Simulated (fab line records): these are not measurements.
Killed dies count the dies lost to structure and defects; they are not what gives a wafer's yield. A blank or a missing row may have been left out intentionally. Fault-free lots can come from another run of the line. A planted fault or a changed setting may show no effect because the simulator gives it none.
Matching of chambers | flow sky130 | cmp-02 running SKY_VIA1_CMP_02: 4 sister chambers
The step polishes SiO2. 16 wafers are shown with their chamber, then 8 later ones without.

WAFERS WITH THEIR CHAMBER
wafer  | chamber | motor_current_A (A) | slurry_filter_dp_kPa (kPa)
L488.1 | 3       | 11.4                | 13.39
L488.3 | 1       | 11.5                | 13.61
L488.4 | 0       | 11.4                | 13.53
L490.3 | 0       | 11.0                | 13.46
L490.4 | 3       | 11.7                | 13.57
L490.6 | 0       | 11.6                | 13.35
L491.1 | 3       | 11.9                | 13.36
L491.2 | 2       | 12.5                | 13.26
L491.6 | 2       | 12.4                | 13.50
L498.2 | 2       | 12.3                | 13.64
L498.4 | 3       | 11.7                | 13.64
L498.6 | 1       | 11.3                | 13.32
L500.1 | 1       | 11.3                | 13.17
L500.4 | 0       | 11.8                | 13.70
L500.5 | 0       | 11.4                | 13.51
L505.2 | 3       | 10.8                | 13.40

SIGNATURES, as means of the wafers listed above
reading              | chamber 0 | chamber 1 | chamber 2 | chamber 3 | scatter within a chamber
motor_current_A      | 11.440    | 11.367    | 12.400    | 11.500    | 0.308
slurry_filter_dp_kPa | 13.5100   | 13.3667   | 13.4667   | 13.4720   | 0.158
Rule: a wafer's distance from a chamber is the root of the sum, over the readings, of the square of ((its reading less the chamber's mean) divided by the reading's scatter). The wafer belongs to the nearest chamber; if the next one is less than 2 further off, it can't be placed. How the scatter is found: for the shown wafers, subtract from each reading the mean of its chamber, square and add these, divide the total by (wafers less chambers), then take the root.

WAFERS MISSING THEIR CHAMBER
wafer  | motor_current_A (A) | slurry_filter_dp_kPa (kPa)
L505.3 | 11.2                | 13.35
L505.4 | 12.1                | 13.55
L506.3 | 11.4                | 13.54
L506.5 | 12.5                | 13.59
L506.6 | 11.4                | 13.39
L508.1 | 11.5                | 13.34
L508.2 | 11.8                | 13.49
L508.4 | 13.5                | 13.30

EACH ONE'S CHAMBER
wafer  | from the rows above               | in truth
L505.3 | can't be placed: 1 or 3 or 0      | 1
L505.4 | can't be placed: 2 or 3 or 0 or 1 | 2
L506.3 | can't be placed: 0 or 3 or 1      | 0
L506.5 | 2                                 | 2
L506.6 | can't be placed: 1 or 3 or 0      | 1
L508.1 | can't be placed: 1 or 3 or 0      | 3
L508.2 | can't be placed: 3 or 0 or 1 or 2 | 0
L508.4 | 2                                 | 2
Placed correctly: 2 of 8. Can't be placed from these rows: 6 (the true chamber is among the candidates in 6). Placed wrongly: 0.
